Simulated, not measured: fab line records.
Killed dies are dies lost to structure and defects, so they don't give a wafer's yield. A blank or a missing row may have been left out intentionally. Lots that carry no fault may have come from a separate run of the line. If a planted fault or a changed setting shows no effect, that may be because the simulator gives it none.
8D (eight disciplines) problem report, filled in by code -- flow sky130 -- the parts of the form that need people (team, actions taken, sign-off) are left out

== 1. THE ISSUE ==
Wafers without a fault read 3.1 with a standard deviation of 1.7, while killed_at_M4_up at SKY_PAD_OPEN_PROBE_99 averages 70.0 across 2 wafers of 1 lot. That puts it +39 standard deviations away from the usual mean.
Seen first at day 49 15:37 on prober-02, wafer L653.2. The record has a number at this step for 15 wafers belonging to 5 lots. Rule for "out", or "out of limits": more than 4 standard deviations from the usual mean. The other wafers with a number count as sound.

== 2. WHAT IT IS AND WHAT IT IS NOT ==
question,is,is not
which readings at this step,"killed_at_M4_up, defect limited yield, killed dies, sort_bin_3_pad_short, sort_bin_5_function, sort n pass, sort yield pct","killed_at_M0_to_M3, killed at contacts, killed at front end, killed at other, killed short, sort_bin_6_memory"
which lots,L653,"L639, L643, L647, L648"
which wafers of those lots,"L653.2, L653.5",L653.4
read on which tools,prober-02,-
when,from day 49 15:37,up to then (12 sound wafers); but 1 sound wafer of L653 came after

== 3. SUSPECTS, AND WHAT RULES EACH OUT ==
Counting: if a tool at a process step up to the reading ran every lot that is out, it stays a suspect. Sound lots after the first of them don't rule it out here, since some wafers of a struck lot are sound.
- plasma asher-02 at SKY_VIA4_STRIP_13 (strips in O2/N2): kept. L653, the lot that is out, went through it at day 47 04:54; up to then, the latest sound lot through it was L648 at day 46 02:54.
- pvd sputter-04 at SKY_VIA4_SPUTTER_17 (material TiN, target thk 20 nm, time 80 s): kept. It ran the lot that is out, L653 (day 47 05:31).
- cvd w-02 at SKY_VIA4_CVD_18 (deposits W, target thk 505 nm, time 152.14 s): kept. L653, the lot that is out, went through it at day 47 05:35; up to then, the latest sound lot through it was L648 at day 46 03:34.
- pvd sputter-04 at SKY_METAL5_SPUTTER_03 (material Ti, target thk 5 nm, time 3.3 s): kept. L653, the lot that is out, went through it at day 47 06:53; up to then, the latest sound lot through it was L643 at day 44 10:53.
- rie metal-04 at SKY_METAL5_DESCUM_14 (chemistry O2, time 11 s): kept. L653, the lot that is out, went through it at day 48 00:47; up to then, the latest sound lot through it was L643 at day 45 08:29.
- pecvd-04 at SKY_PASSIVATION_CVD_00 (deposits SiO2, target thk 90 nm): kept. L653, the lot that is out, went through it at day 48 01:39; up to then, the latest sound lot through it was L648 at day 47 01:14.
- prober-02 at SKY_PAD_OPEN_PROBE_99: kept. L653, the lot that is out, went through it at day 49 15:37; up to then, the latest sound lot through it was L648 at day 48 17:34. Its own readings are out on those wafers: defect limited yield, killed_at_M4_up, killed dies, sort_bin_3_pad_short, sort_bin_5_function, sort n pass, sort yield pct.
- At SKY_VIA4_STRIP_13 on plasma asher-02, chamber 1 took the sound wafers of the same lots and chamber 0 took the wafers that are out.
- Within pecvd-04 at SKY_PASSIVATION_CVD_00: the wafers that are out ran in chambers 0, 2; their sound lot-mates ran in chamber 1.
Left after counting: plasma asher-02 at SKY_VIA4_STRIP_13, pvd sputter-04 at SKY_VIA4_SPUTTER_17, cvd w-02 at SKY_VIA4_CVD_18, pvd sputter-04 at SKY_METAL5_SPUTTER_03, rie metal-04 at SKY_METAL5_DESCUM_14, pecvd-04 at SKY_PASSIVATION_CVD_00, prober-02 at SKY_PAD_OPEN_PROBE_99.

== 4. THE CAUSE (what the simulator had put in) ==
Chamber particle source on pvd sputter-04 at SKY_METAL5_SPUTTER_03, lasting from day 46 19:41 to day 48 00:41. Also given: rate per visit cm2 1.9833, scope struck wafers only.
This tool is one of the 7 suspects left after counting.

== 5. SEQUENCE OF EFFECTS, ordered by route ==
Rows list readings where the struck wafers' mean (over those with a number) sits beyond 3 standard deviations from the usual. Only readings for which the record gives a usual standard deviation are gone through. hours: the time from each lot's start at the first step in this table that gives one to its start at this step, as a median over the lots. sigmas: the change in usual standard deviations.
hours,step,reading,usual,on struck wafers,change,sigmas
0,SKY_PAD_OPEN_PROBE_99,defect limited yield,82.1 %,70.3,-11.8,-5.9
0,SKY_PAD_OPEN_PROBE_99,killed_at_M4_up,3.1,70.0,+66.9,+39
0,SKY_PAD_OPEN_PROBE_99,killed dies,88,146,+58,+5.9
0,SKY_PAD_OPEN_PROBE_99,sort_bin_3_pad_short,0.8 %,5.1,+4.3,+10
0,SKY_PAD_OPEN_PROBE_99,sort_bin_5_function,10.6 %,18.0,+7.4,+4.9
0,SKY_PAD_OPEN_PROBE_99,sort n pass,404,346,-58,-5.9
0,SKY_PAD_OPEN_PROBE_99,sort yield pct,82.1 %,70.3,-11.8,-5.9
Here are the process steps it includes:
- SKY_PAD_OPEN_PROBE_99

== 6. WHAT WOULD HAVE CAUGHT IT SOONER ==
First out-of-limits reading in this record: day 49 15:37, which is 68 hours after fault onset at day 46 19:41.
Of the tool readings at SKY_METAL5_SPUTTER_03 for which the record gives a usual standard deviation, none was out on any struck wafer, so an alarm limit of 4 standard deviations on them would not have fired.
By day 49 15:37, every lot that is out (1) had started SKY_METAL5_SPUTTER_03 on pvd sputter-04. Holding the tool at that point would not have protected any of them.
